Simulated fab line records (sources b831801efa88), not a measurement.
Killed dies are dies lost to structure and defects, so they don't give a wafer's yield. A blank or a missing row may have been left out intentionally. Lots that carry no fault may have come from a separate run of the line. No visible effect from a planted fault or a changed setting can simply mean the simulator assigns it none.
fab line records | flow sky130
record: lots: 6 wafers: 18 last_day: 50
route steps=708 shown METAL2@497 VIA2@507 METAL3@532 PAD_OPEN@708
lots that met no fault: from a run of the same line without faults
start_h: hours from the record's opening day to when the first of the lot's shown wafers began | wait_h: time in hours since the lot's previous step | " repeats the value in the row above | L1.1+2: one row covering several wafers at once | - no value present, or no start provided | * or withheld: withheld | < > ~ a bound
route shown NAME@n: NAME is a module with steps in the file, n the number in the route of the first one | usual: mean and standard deviation over wafers with no fault | same: alike in all rows | chamber/n: place in a boat | sites: each site's reading | _std_site: the standard deviation of these | _edge_site: mean of outer sites minus mean of inner sites | radius_mm: for every site, how far away it sits from the centre of the wafer | mask NAME#n: copy n | behind: the most recent tool/chamber to have shaped the wafer | hold: cause of the lot's hold/its duration in hours/its outcome | device: whichever transistor did not switch (one of n, p or np) | end of line: the same wafers' tests at the end of the route | for a step that has no rows: nothing shown but its recipe | killed: dies that structure and defects cost at the first sort, which is not the same as the wafer's yield | map: a wafer's dies, x killed, . not, _ none there
set.NAME: the setting the step ran with; set.NAME@STEP: the setting that earlier step ran with | model.NAME: the simulator's own value behind a step, which no gauge read
certain route steps with their lots: each step a table, each wafer a row
services: a tool's chamber out of use, with start hour (start_h, from the record's first day; less than 0 if before it), hours out, and reason
== steps ==
step: SKY_METAL2_DEVELOP_14
recipe: develop_time_s: 60 resist: KrF-thick dev_temp_c: 21
step: SKY_METAL2_CD_MEAS_15
recipe: target_cd_nm: 140
usual: cd_nm: 140.0/1.5
columns lot.wafer tool chamber start_h wait_h cd_nm
L849.4 cd_sem-01 - 819.23 - 137.7
L849.5 " - " " 137.8
L849.6 " - " " 138.5
L853.1 cd_sem-01 - 877.85 - 138.7
L853.4 " - " " 139.5
L853.6 " - " " 140.2
L860.1 cd_sem-01 - 910.61 - 139.4
L860.3 " - " " 139.9
L860.4 " - " " 141.0
L863.2 cd_sem-02 - 931.28 - 139.8
L863.3 " - " " 139.1
L863.5 " - " " 139.0
L865.1 cd_sem-01 - 943.41 - 140.7
L865.2 " - " " 139.3
L865.5 " - " " 137.7
L871.2 cd_sem-02 - 987.44 - 143.1
L871.5 " - " " 142.5
L871.6 " - " " 141.7
step: SKY_METAL2_OVL_MEAS_16
usual: METAL2_OVL: 1/5.2
columns lot.wafer tool chamber start_h wait_h METAL2_OVL[nm]
L849.4 overlay-01 - 819.31 0.1 6
L849.5 " - " " 11
L849.6 " - " " 6
L853.1 overlay-01 - 877.97 0.1 13
L853.4 " - " " 3
L853.6 " - " " 6
L860.1 overlay-02 - 910.73 0.1 5
L860.3 " - " " -3
L860.4 " - " " 9
L863.2 overlay-01 - 931.38 0.1 1
L863.3 " - " " -8
L863.5 " - " " -9
L865.1 overlay-01 - 943.53 0.1 4
L865.2 " - " " -3
L865.5 " - " " 3
L871.2 overlay-02 - 987.55 0.1 5
L871.5 " - " " -2
L871.6 " - " " 3
step: SKY_METAL2_DESCUM_17
recipe: chemistry: O2 source_power_w: 150 bias_power_w: 0 pressure_mtorr: 10 temp_c: 40 time_s: 8
step: SKY_METAL2_ETCH_18
recipe: chemistry: N2/H2 target: BARC ion_energy_ev: 200 bias_w: 100 pressure_mtorr: 30 n2_flow_sccm: 100 h2_flow_sccm: 200 icp_w: 500 stop_on: SiO2 time_s: 45.9 target_depth_a: 600
usual: drypump_motor_current_A: 5.5/0.54 oes_product_au: 0.854/0.0045 throttle_valve_pct: 13.225/0.0079
columns lot.wafer tool chamber start_h wait_h drypump_motor_current_A oes_product_au rf_hours_counter_h throttle_valve_pct
L849.4 rie_metal-02 1 819.38 0.0 6.5 0.855 - 13.219
L849.5 " 1 " " 6.5 0.853 - 13.226
L849.6 " 0 " " 5.0 0.860 - 13.222
L853.1 rie_metal-04 0 878.04 0.0 6.2 0.859 10 13.229
L853.4 " 1 " " 5.1 0.853 - 13.209
L853.6 " 0 " " 6.2 0.845 - 13.223
L860.1 rie_metal-02 0 910.79 0.0 5.0 0.856 7 13.231
L860.3 " 1 " " 6.4 0.860 - 13.228
L860.4 " 0 " " 5.0 0.855 - 13.219
L863.2 rie_metal-02 0 931.50 0.1 5.0 0.850 - 13.229
L863.3 " 0 " " 5.0 0.869 - 13.230
L863.5 " 0 " " 5.0 0.850 - 13.219
L865.1 rie_metal-01 1 943.60 0.0 5.4 0.857 6 13.231
L865.2 " 0 " " 5.2 0.852 12 13.225
L865.5 " 1 " " 5.4 0.849 - 13.221
L871.2 rie_metal-02 1 987.61 0.0 6.4 0.855 2 13.225
L871.5 " 1 " " 6.4 0.844 - 13.214
L871.6 " 0 " " 5.0 0.853 - 13.236
step: SKY_METAL2_METAL_ETCH_19
recipe: target_depth_a: 3600 stop_on: SiO2 over_etch_frac: 0.3 time_s: 78 chemistry: Cl2/BCl3 resist_sidewall_deg: 88 pressure_mtorr: 10 icp_w: 900 bias_w: 48.5 Cl2_flow_sccm: 60 bcl3_flow_sccm: 30
step: SKY_METAL2_STRIP_20
recipe: chemistry: O2/N2 power_w: 1400 pressure_mtorr: 1500 platen_temp_c: withheld o2_flow_sccm: 3000 n2_flow_sccm: 300 overash_fraction: 0.5
usual: drypump_motor_current_A: 5.4/0.37 oes_product_au: 0.342/0.0045 strip_time_to_endpoint_s: 2.69/0.04
columns lot.wafer tool chamber start_h wait_h drypump_motor_current_A oes_product_au rf_hours_counter_h strip_time_to_endpoint_s
L849.4 plasma_asher-01 0 819.55 0.1 6.1 0.343 - 2.65
L849.5 " 0 " " 6.1 0.353 - 2.62
L849.6 " 1 " " 5.0 0.339 - 2.74
L853.1 plasma_asher-03 0 878.20 0.1 5.3 0.341 75 2.69
L853.4 " 0 " " 5.3 0.338 - 2.68
L853.6 " 1 " " 5.2 0.340 - 2.70
L860.1 plasma_asher-02 1 910.95 0.1 5.8 0.347 15 2.67
L860.3 " 1 " " 5.8 0.337 - 2.63
L860.4 " 0 " " 5.1 0.342 - 2.69
L863.2 plasma_asher-03 1 931.78 0.1 5.2 0.343 81 2.70
L863.3 " 1 " " 5.3 0.338 - 2.68
L863.5 " 1 " " 5.2 0.341 - 2.69
L865.1 plasma_asher-03 0 943.75 0.1 5.3 0.340 83 2.67
L865.2 " 1 " " 5.2 0.348 83 2.66
L865.5 " 1 " " 5.2 0.342 - 2.68
L871.2 plasma_asher-02 1 987.76 0.1 5.7 0.341 19 2.70
L871.5 " 0 " " 5.0 0.348 - 2.72
L871.6 " 1 " " 5.7 0.349 - 2.70
step: SKY_METAL2_STRIP_21
recipe: chemistry: post_etch_residue_remover time_s: 1200 temp_c: 72.5
step: SKY_METAL2_CLEAN_22
recipe: chemistry: IPA time_s: 180 temp_c: 25
step: SKY_METAL2_CLEAN_23
recipe: chemistry: O3/DIW dry: n2_spin
step: SKY_VIA2_HDPCVD_00
recipe: material: SiO2 target_thk_nm: 1180 sigma_open_frac: 0.3 time_s: 196.7 temp_c: 400 sih4_flow_sccm: 60 pressure_mtorr: 6
step: SKY_VIA2_THK_MEAS_01
recipe: reads: SiO2_of_VIA2_HDPCVD_00
usual: VIA2_HDPCVD_THK: 1175/11
columns lot.wafer tool chamber start_h wait_h VIA2_HDPCVD_THK[nm]
L849.4 film_metro-04 - 820.27 0.0 1204
L849.5 " - " " 1196
L849.6 " - " " 1180
L853.1 film_metro-01 - 878.92 0.1 1184
L853.4 " - " " 1165
L853.6 " - " " 1170
L860.1 film_metro-01 - 911.66 0.1 1161
L860.3 " - " " 1184
L860.4 " - " " 1177
L863.2 film_metro-04 - 932.59 0.1 1172
L863.3 " - " " 1154
L863.5 " - " " 1184
L865.1 film_metro-04 - 944.47 0.1 1184
L865.2 " - " " 1178
L865.5 " - " " 1177
L871.2 film_metro-04 - 988.49 0.1 1179
L871.5 " - " " 1176
L871.6 " - " " 1162
step: SKY_VIA2_CMP_02
recipe: material: SiO2 down_force_psi: 4 platen_rpm: 60 pad_velocity_m_s: 0.94248
usual: motor_current_A: 11.5/1.1
columns lot.wafer tool chamber start_h wait_h motor_current_A model.SiO2_of_VIA2_HDPCVD_00.thk_nm
L849.4 cmp-01 3 820.30 0.0 11.5 492.7
L849.5 " 3 " " 11.1 494.1
L849.6 " 0 " " 12.8 494.6
L853.1 cmp-01 1 878.98 0.1 12.5 495
L853.4 " 2 " " 10.1 495.1
L853.6 " 1 " " 12.2 494.2
L860.3 cmp-01 0 911.72 0.0 13.0 495.6
L860.1 " 1 " " 11.3 494.4
L860.4 " 2 " " 10.2 495.2
L863.2 cmp-01 1 932.74 0.1 11.4 617.7
L863.3 " 2 " " 10.2 495.7
L863.5 " 3 " " 11.1 493.9
L865.2 cmp-01 0 944.53 0.0 13.5 620.3
L865.1 " 1 " " 11.2 493.6
L865.5 " 0 " " 13.6 495
L871.2 cmp-02 0 988.69 0.2 12.5 495.9
L871.5 " 1 " " 12.0 494.3
L871.6 " 2 " " 10.0 494.6
step: SKY_VIA2_BOW_MEAS_03
recipe: mode: bow
usual: VIA2_BOW: 86/7.8
columns lot.wafer tool chamber start_h wait_h VIA2_BOW[um]
L849.4 film_metro-01 - 820.66 0.3 84
L849.5 " - " " 86
L849.6 " - " " 97
L853.1 film_metro-01 - 879.28 0.2 80
L853.4 " - " " 80
L853.6 " - " " 71
L860.1 film_metro-02 - 912.02 0.2 86
L860.3 " - " " 87
L860.4 " - " " 84
L863.2 film_metro-02 - 932.96 0.2 79
L863.3 " - " " 81
L863.5 " - " " 82
L865.1 film_metro-01 - 944.83 0.2 69
L865.2 " - " " 94
L865.5 " - " " 90
L871.2 film_metro-04 - 988.86 0.1 98
L871.5 " - " " 88
L871.6 " - " " 89
step: SKY_VIA2_DEHYDRATE_04
recipe: temp_c: 200 time_s: 60
step: SKY_VIA2_HMDS_05
recipe: prime_time_s: 60 prime_temp_c: 120
step: SKY_VIA2_COAT_06
recipe: resist: BARC temp_c: withheld time_s: withheld spin_rpm: 3000 resist_thk_nm: 60
step: SKY_VIA2_COAT_07
recipe: resist: KrF-thick spin_rpm: 3000 resist_thk_nm: 450
step: SKY_VIA2_SOFTBAKE_08
recipe: temp_c: 100 time_s: 90 resist: KrF-thick
step: SKY_VIA2_EXPOSE_09
recipe: mask_id: VIM2 na: 0.8 source_shape: annular sigma_inner: 0.55 sigma_outer: 0.85 target_cd_nm: 200 dose_mj: 38
step: SKY_VIA2_PEB_10
recipe: peb_temp_c: withheld peb_time_s: withheld resist: KrF-thick
step: SKY_VIA2_DEVELOP_11
recipe: develop_time_s: 60 resist: KrF-thick dev_temp_c: 21
step: SKY_VIA2_CD_MEAS_12
recipe: target_cd_nm: 200
usual: cd_nm: 199.4/1.3
columns lot.wafer tool chamber start_h wait_h cd_nm
L849.4 cd_sem-02 - 847.38 - 199.3
L849.5 " - " " 199.0
L849.6 " - " " 199.0
L853.1 cd_sem-02 - 904.90 - 199.3
L853.4 " - " " 200.5
L853.6 " - " " 199.8
L860.1 cd_sem-02 - 936.87 - 196.0
L860.3 " - " " 196.8
L860.4 " - " " 198.0
L863.2 cd_sem-02 - 957.54 - 196.5
L863.3 " - " " 197.6
L863.5 " - " " 196.4
L865.1 cd_sem-02 - 969.00 - 198.8
L865.2 " - " " 199.2
L865.5 " - " " 199.3
L871.2 cd_sem-01 - 1012.33 - 199.0
L871.5 " - " " 198.7
L871.6 " - " " 198.8
step: SKY_VIA2_OVL_MEAS_13
usual: VIA2_OVL: 7/5.2
columns lot.wafer tool chamber start_h wait_h VIA2_OVL[nm]
L849.4 overlay-02 - 847.46 0.1 2
L849.5 " - " " -6
L849.6 " - " " -1
L853.1 overlay-01 - 905.02 0.1 5
L853.4 " - " " 0
L853.6 " - " " 11
L860.1 overlay-02 - 936.99 0.1 13
L860.3 " - " " 7
L860.4 " - " " 11
L863.2 overlay-01 - 957.65 0.1 7
L863.3 " - " " 6
L863.5 " - " " 7
L865.1 overlay-01 - 969.12 0.1 6
L865.2 " - " " 13
L865.5 " - " " 6
L871.2 overlay-02 - 1012.43 0.1 13
L871.5 " - " " 11
L871.6 " - " " 16
step: SKY_VIA2_ETCH_14
recipe: chemistry: N2/H2 target: BARC ion_energy_ev: 200 source_w: 500 bias_w: 100 pressure_mtorr: 30 n2_flow_sccm: 100 h2_flow_sccm: 200 stop_on: SiO2 time_s: 45.9 target_depth_a: 600
step: SKY_VIA2_ETCH_15
recipe: target: SiO2 chemistry: C4F8/O2/Ar target_depth_nm: 546 stop_on: TiN mask_material: KrF-thick source_w: 1500 bias_w: 1200 pressure_mtorr: 40 c4f8_flow_sccm: withheld O2_flow_sccm: 6 Ar_flow_sccm: 300 time_s: 84
usual: oes_product_au: 0.939/0.0045
columns lot.wafer tool chamber start_h wait_h oes_product_au rf_hours_counter_h model.VIA2.feature_depth_nm model.etch.depth_nm
L849.4 rie_diel-03 1 847.52 0.0 0.939 14 492.7 492.7
L849.5 " 0 " " 0.938 - 494.1 494.1
L849.6 " 1 " " 0.938 - 494.6 494.6
L853.1 rie_diel-03 1 905.10 0.0 0.944 16 495 495
L853.4 " 3 " " 0.949 13 495.1 495.1
L853.6 " 2 " " 0.938 - 494.2 494.2
L860.1 rie_diel-02 0 937.07 0.0 0.937 11 494.4 494.4
L860.3 " 3 " " 0.941 9 495.6 495.6
L860.4 " 1 " " 0.936 22 495.2 495.2
L863.2 rie_diel-03 1 957.72 0.0 0.991 18 545.3 545.3
L863.3 " 0 " " 0.936 18 495.7 495.7
L863.5 " 0 " " 0.931 - 493.9 493.9
L865.1 rie_diel-01 2 969.20 0.0 0.947 13 493.6 493.6
L865.2 " 3 " " 1.004 7 551.1 551.1
L865.5 " 1 " " 0.938 - 495 495
L871.2 rie_diel-02 0 1012.50 0.0 0.945 13 495.9 495.9
L871.5 " 0 " " 0.934 - 494.3 494.3
L871.6 " 1 " " 0.939 - 494.6 494.6
step: SKY_VIA2_STRIP_16
recipe: chemistry: O2/N2 power_w: 1400 pressure_mtorr: 1500 platen_temp_c: withheld o2_flow_sccm: 3000 n2_flow_sccm: 300 overash_fraction: 0.5
usual: drypump_motor_current_A: 5.4/0.3 oes_product_au: 0.399/0.0043 strip_time_to_endpoint_s: 4.051/0.026
columns lot.wafer tool chamber start_h wait_h drypump_motor_current_A oes_product_au rf_hours_counter_h strip_time_to_endpoint_s
L849.4 plasma_asher-03 1 847.62 0.1 5.2 0.405 - 4.065
L849.5 " 0 " " 5.3 0.397 - 4.079
L849.6 " 1 " " 5.2 0.392 - 4.040
L853.1 plasma_asher-04 1 905.16 0.0 5.8 0.391 111 4.019
L853.4 " 0 " " 5.1 0.402 - 4.055
L853.6 " 0 " " 5.1 0.397 - 4.007
L860.1 plasma_asher-04 0 937.13 0.0 5.1 0.397 114 4.037
L860.3 " 1 " " 5.8 0.399 - 4.036
L860.4 " 0 " " 5.1 0.396 - 4.019
L863.2 plasma_asher-03 1 957.79 0.0 5.2 0.396 84 4.027
L863.3 " 0 " " 5.3 0.399 - 4.038
L863.5 " 1 " " 5.2 0.390 - 4.026
L865.1 plasma_asher-02 1 969.26 0.0 5.7 0.393 18 4.044
L865.2 " 0 " " 5.1 0.395 18 4.010
L865.5 " 1 " " 5.7 0.395 - 4.023
L871.2 plasma_asher-02 0 1012.57 0.0 5.1 0.398 22 4.068
L871.5 " 0 " " 5.1 0.398 - 4.066
L871.6 " 1 " " 5.7 0.398 - 3.997
step: SKY_VIA2_STRIP_17
recipe: chemistry: post_etch_residue_remover time_s: 1200 temp_c: 72.5
step: SKY_VIA2_CLEAN_18
recipe: chemistry: IPA time_s: 180 temp_c: 25
step: SKY_VIA2_CLEAN_19
recipe: chemistry: O3/DIW dry: n2_spin
step: SKY_VIA2_SPUTTER_20
recipe: material: TiN target_thk_nm: 20 chamber_pressure_pa: 5 power_w: 4000 time_s: 80
usual: throttle_valve_pct: 29.7/0.8
columns lot.wafer tool chamber start_h wait_h throttle_valve_pct
L849.4 pvd_sputter-03 - 848.18 0.0 29.1
L849.5 " - " " 29.4
L849.6 " - " " 29.9
L853.1 pvd_sputter-02 - 905.78 0.0 28.5
L853.4 " - " " 30.1
L853.6 " - " " 28.7
L860.1 pvd_sputter-02 - 937.73 0.0 29.8
L860.3 " - " " 29.3
L860.4 " - " " 29.2
L863.2 pvd_sputter-02 - 958.38 0.0 30.4
L863.3 " - " " 28.6
L863.5 " - " " 29.0
L865.1 pvd_sputter-01 - 969.85 0.0 29.8
L865.2 " - " " 31.4
L865.5 " - " " 30.9
L871.2 pvd_sputter-03 - 1013.20 0.0 29.3
L871.5 " - " " 29.3
L871.6 " - " " 29.0
step: SKY_VIA2_CVD_21
recipe: material: W target_thk_nm: 420 time_s: 126.4 temp_c: 400 pressure_torr: 40
usual: heater_power_w: 785/57
columns lot.wafer tool chamber start_h wait_h heater_power_w
L849.4 cvd_w-01 0 848.29 0.1 741
L849.5 " 0 " " 735
L849.6 " 1 " " 836
L853.1 cvd_w-01 0 905.91 0.1 723
L853.4 " 0 " " 750
L853.6 " 1 " " 850
L860.1 cvd_w-02 1 937.80 0.0 694
L860.3 " 1 " " 691
L860.4 " 0 " " 805
L863.2 cvd_w-02 0 958.44 0.0 810
L863.3 " 0 " " 812
L863.5 " 1 " " 688
L865.1 cvd_w-02 0 969.91 0.0 821
L865.2 " 1 " " 700
L865.5 " 1 " " 696
L871.2 cvd_w-01 1 1013.26 0.0 840
L871.5 " 1 " " 839
L871.6 " 0 " " 727
step: SKY_VIA2_CMP_24
recipe: stop_on: SiO2 t_overpolish_s: 20 down_force_psi: 3.5 platen_rpm: 60 target_thk_nm: 0 pad_velocity_m_s: 0.94248
usual: motor_current_A: 10.4/1
columns lot.wafer tool chamber start_h wait_h motor_current_A model.SiO2_of_VIA2_HDPCVD_00.thk_nm
L849.4 cmp-01 2 848.55 0.0 9.3 488.3
L849.5 " 2 " " 9.5 489.7
L849.6 " 3 " " 10.7 490.2
L853.1 cmp-01 0 906.22 0.1 11.3 490.6
L853.4 " 3 " " 10.9 490.7
L853.6 " 1 " " 10.9 489.8
L860.4 cmp-02 3 938.16 0.1 9.9 490.8
L860.1 " 0 " " 11.5 490.1
L860.3 " 1 " " 11.0 491.2
L863.2 cmp-02 2 958.85 0.1 8.4 613.3
L863.3 " 3 " " 10.0 491.3
L863.5 " 1 " " 10.9 489.5
L865.1 cmp-01 1 970.27 0.1 10.5 489.2
L865.2 " 3 " " 10.3 615.9
L865.5 " 1 " " 10.7 490.6
L871.2 cmp-02 3 1013.62 0.1 10.0 491.5
L871.5 " 2 " " 8.6 489.9
L871.6 " 3 " " 10.0 490.2
step: SKY_METAL3_SPUTTER_00
recipe: material: Ti target_thk_nm: 15 power_w: 3000 time_s: 10 chamber_pressure_pa: 0.4
usual: throttle_valve_pct: 29.7/0.89
columns lot.wafer tool chamber start_h wait_h throttle_valve_pct
L849.4 pvd_sputter-01 - 848.85 0.2 31.1
L849.5 " - " " 30.9
L849.6 " - " " 30.0
L853.1 pvd_sputter-01 - 906.52 0.2 31.1
L853.4 " - " " 29.4
L853.6 " - " " 31.0
L860.1 pvd_sputter-04 - 938.41 0.1 30.4
L860.3 " - " " 28.8
L860.4 " - " " 27.7
L863.3 pvd_sputter-03 - 959.05 0.1 29.5
L863.5 " - " " 30.0
L865.1 pvd_sputter-03 - 970.52 0.2 29.0
L865.5 " - " " 29.2
L871.2 pvd_sputter-04 - 1013.87 0.2 27.5
L871.5 " - " " 31.1
L871.6 " - " " 27.7
step: SKY_METAL3_SPUTTER_01
recipe: material: TiN target_thk_nm: 20 power_w: 6500 time_s: 16.7 chamber_pressure_pa: 0.4
usual: throttle_valve_pct: 29.7/0.85
columns lot.wafer tool chamber start_h wait_h throttle_valve_pct
L849.4 pvd_sputter-01 - 848.87 0.0 30.9
L849.5 " - " " 30.7
L849.6 " - " " 29.7
L853.1 pvd_sputter-01 - 906.55 0.0 30.8
L853.4 " - " " 29.5
L853.6 " - " " 30.9
L860.1 pvd_sputter-04 - 938.43 0.0 30.1
L860.3 " - " " 28.7
L860.4 " - " " 27.7
L863.3 pvd_sputter-03 - 959.08 0.0 29.7
L863.5 " - " " 29.9
L865.1 pvd_sputter-03 - 970.55 0.0 29.0
L865.5 " - " " 29.3
L871.2 pvd_sputter-04 - 1013.89 0.0 27.6
L871.5 " - " " 31.0
L871.6 " - " " 27.9
step: SKY_PAD_OPEN_PROBE_99
columns lot.wafer tool chamber start_h wait_h model.etest.sram_pfet_latch.under_floor model.etest.tip_p_5v.open model.etest.licon_high_po.open model.etest.nfet_01v8.under_floor model.etest.licon_poly.open model.etest.iso_pdiff_pwell.under_floor model.etest.pfet_g5v0d10v5.under_floor model.etest.res_pwde_under_gate.open
L849.4+5+6 prober-01 - 1075.81 0.2 0 0 0 0 0 0 0 0
L853.1+4+6 prober-01 - 1124.74 0.1 0 0 0 0 0 0 0 0
L860.1+3+4 prober-02 - 1149.58 0.1 0 0 0 0 0 0 0 0
L863.2 prober-02 - 1162.83 0.1 1 1 1 1 1 1 1 1
L863.3+5 prober-02 - 1162.88 0.2 0 0 0 0 0 0 0 0
L865.1+5 prober-02 - 1172.12 0.1 0 0 0 0 0 0 0 0
L865.2 prober-02 - 1172.17 0.1 1 1 1 1 1 1 1 1
L871.2+5+6 prober-02 - 1203.83 0.1 0 0 0 0 0 0 0 0
killed by level:class
L849.4 LI_CONTACT:geometric_particle:open=10 VIA1:geometric_particle:open=10 METAL2:geometric_particle:short=8 VIA3:geometric_particle:open=8 CONTACT:geometric_particle:open=7 POLY_GATE:geometric_particle:open=6 VIA2:geometric_particle:open=5 FIELD_ISO:geometric_particle:short=4
L849.5 VIA2:geometric_particle:open=8 VIA1:geometric_particle:open=7 LI_CONTACT:geometric_particle:open=7 CONTACT:geometric_particle:open=6 METAL2:geometric_particle:short=6 VIA2:geometric_particle:short=5 METAL1:geometric_particle:short=4 VIA1:geometric_particle:short=4
L849.6 VIA1:geometric_particle:open=13 LI_CONTACT:geometric_particle:open=12 VIA3:geometric_particle:open=8 VIA1:geometric_particle:short=7 POLY_GATE:geometric_particle:short=6 METAL2:geometric_particle:short=6 CONTACT:geometric_particle:open=5 FIELD_ISO:geometric_particle:short=3
L853.1 LI_CONTACT:geometric_particle:open=8 VIA1:geometric_particle:open=8 VIA2:geometric_particle:open=8 CONTACT:geometric_particle:open=7 VIA3:geometric_particle:open=6 POLY_GATE:geometric_particle:short=4 METAL2:geometric_particle:short=4 VIA2:geometric_particle:short=4
L853.4 LI_CONTACT:geometric_particle:open=10 VIA1:geometric_particle:open=10 VIA1:geometric_particle:short=8 CONTACT:geometric_particle:open=7 VIA3:geometric_particle:open=7 VIA2:geometric_particle:open=7 METAL2:geometric_particle:short=5 VIA2:geometric_particle:short=4
L853.6 CONTACT:geometric_particle:open=12 VIA1:geometric_particle:open=11 LI_CONTACT:geometric_particle:open=10 VIA3:geometric_particle:open=7 CONTACT:geometric_particle:short=5 VIA2:geometric_particle:open=5 POLY_GATE:geometric_particle:open=4 LOCAL_INTERCONNECT:geometric_particle:short=4
L860.1 CONTACT:geometric_particle:open=9 LI_CONTACT:geometric_particle:open=6 LOCAL_INTERCONNECT:geometric_particle:short=6 CONTACT:geometric_particle:short=6 VIA1:geometric_particle:open=6 VIA1:geometric_particle:short=5 METAL3:geometric_particle:short=5 FIELD_ISO:geometric_particle:short=4
L860.3 LI_CONTACT:geometric_particle:open=9 CONTACT:geometric_particle:open=9 VIA1:geometric_particle:open=9 FIELD_ISO:geometric_particle:open=8 FIELD_ISO:geometric_particle:short=6 VIA2:geometric_particle:open=4 LOCAL_INTERCONNECT:geometric_particle:short=4 VIA1:geometric_particle:short=4
L860.4 VIA1:geometric_particle:open=13 VIA3:geometric_particle:open=9 METAL2:geometric_particle:short=7 CONTACT:geometric_particle:short=7 LI_CONTACT:geometric_particle:open=6 CONTACT:geometric_particle:open=6 VIA2:geometric_particle:open=6 FIELD_ISO:geometric_particle:open=4
L871.2 VIA1:geometric_particle:open=7 LI_CONTACT:geometric_particle:open=6 VIA2:geometric_particle:open=6 CONTACT:geometric_particle:open=5 LI_CONTACT:geometric_particle:short=4 METAL1:geometric_particle:short=4 LOCAL_INTERCONNECT:geometric_particle:short=3 VIA1:geometric_particle:short=3
L871.5 VIA1:geometric_particle:open=14 CONTACT:geometric_particle:open=10 VIA2:geometric_particle:open=10 LI_CONTACT:geometric_particle:open=9 VIA1:geometric_particle:short=6 METAL4:geometric_particle:short=5 LOCAL_INTERCONNECT:geometric_particle:short=4 METAL1:geometric_particle:short=4
L871.6 CONTACT:geometric_particle:open=11 VIA1:geometric_particle:open=8 CONTACT:geometric_particle:short=6 METAL2:geometric_particle:short=6 VIA3:geometric_particle:open=5 LI_CONTACT:geometric_particle:short=4 LI_CONTACT:geometric_particle:open=4 VIA2:geometric_particle:short=4
== services ==
columns tool chamber start_h hours kind
rie_diel-03 - 796.76 0.3 repair
cmp-02 - 805.09 4.1 repair
cmp-02 - 811.65 0.3 repair
rie_diel-03 1 818.20 15.2 repair
cmp-02 - 820.57 6.8 repair
pvd_sputter-01 - 832.34 1.9 repair
cmp-02 - 834.81 2.2 repair
plasma_asher-02 - 844.87 4.4 repair
plasma_asher-02 - 907.51 1.2 repair
cmp-02 - 912.13 4.0 pm
pvd_sputter-04 - 914.20 7.8 repair
pvd_sputter-03 - 914.28 8.7 repair
cmp-02 - 916.07 0.6 repair
pvd_sputter-01 - 916.24 2.6 repair
plasma_asher-02 - 923.91 30.0 repair
plasma_asher-03 - 949.55 1.3 repair
pvd_sputter-03 - 955.17 2.2 repair
pvd_sputter-04 - 970.04 1.4 repair
pvd_sputter-04 - 985.09 1.1 repair
pvd_sputter-04 - 989.58 3.3 repair
cmp-01 - 990.86 14.6 pm
pvd_sputter-01 - 994.09 2.0 repair
cmp-02 - 997.62 0.3 repair
cmp-01 - 1006.59 10.6 repair
== key ==
first_sign: step: SKY_VIA2_ETCH_15 reading: oes_product_au direction: up sigmas: 13 usual: 0.939 struck: 0.997
effect: step: SKY_METAL3_SPUTTER_00 reading: visit direction: missing
effect: step: SKY_METAL3_SPUTTER_01 reading: visit direction: missing
model_effect: step: SKY_VIA2_CMP_02 value: SiO2_of_VIA2_HDPCVD_00.thk_nm without: 495.3 struck: 619
model_effect: step: SKY_VIA2_ETCH_15 value: VIA2.feature_depth_nm without: 495.3 struck: 548.2
model_effect: step: SKY_VIA2_CMP_24 value: SiO2_of_VIA2_HDPCVD_00.thk_nm without: 490.9 struck: 614.6
model_effect: step: SKY_PAD_OPEN_PROBE_99 value: etest.sram_pfet_latch.under_floor without: 0 struck: 1
met_at SKY_VIA2_CMP_02
struck_wafers L863.2,L865.2
later_rows_left_out L863.2,L865.2
sort_left_out L863.2,L865.2
onset_between 911.72 932.74
fault: kind: process_parameter_drift tool: cmp-01 chamber: - onset_h: 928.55 steps: SKY_VIA2_CMP_02 channel: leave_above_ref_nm offset: 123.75 shape: step end_h: 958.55 scope: struck_wafers_only acts_in: these_recipes_only stated: 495
sort_left_out: the simulated sort isn't trusted on such a fault, so these wafers' sort isn't shown, and their yield isn't known
later_rows_left_out: the simulator's readings of these wafers behind a module that went badly wrong aren't trusted and aren't shown, but for the sort
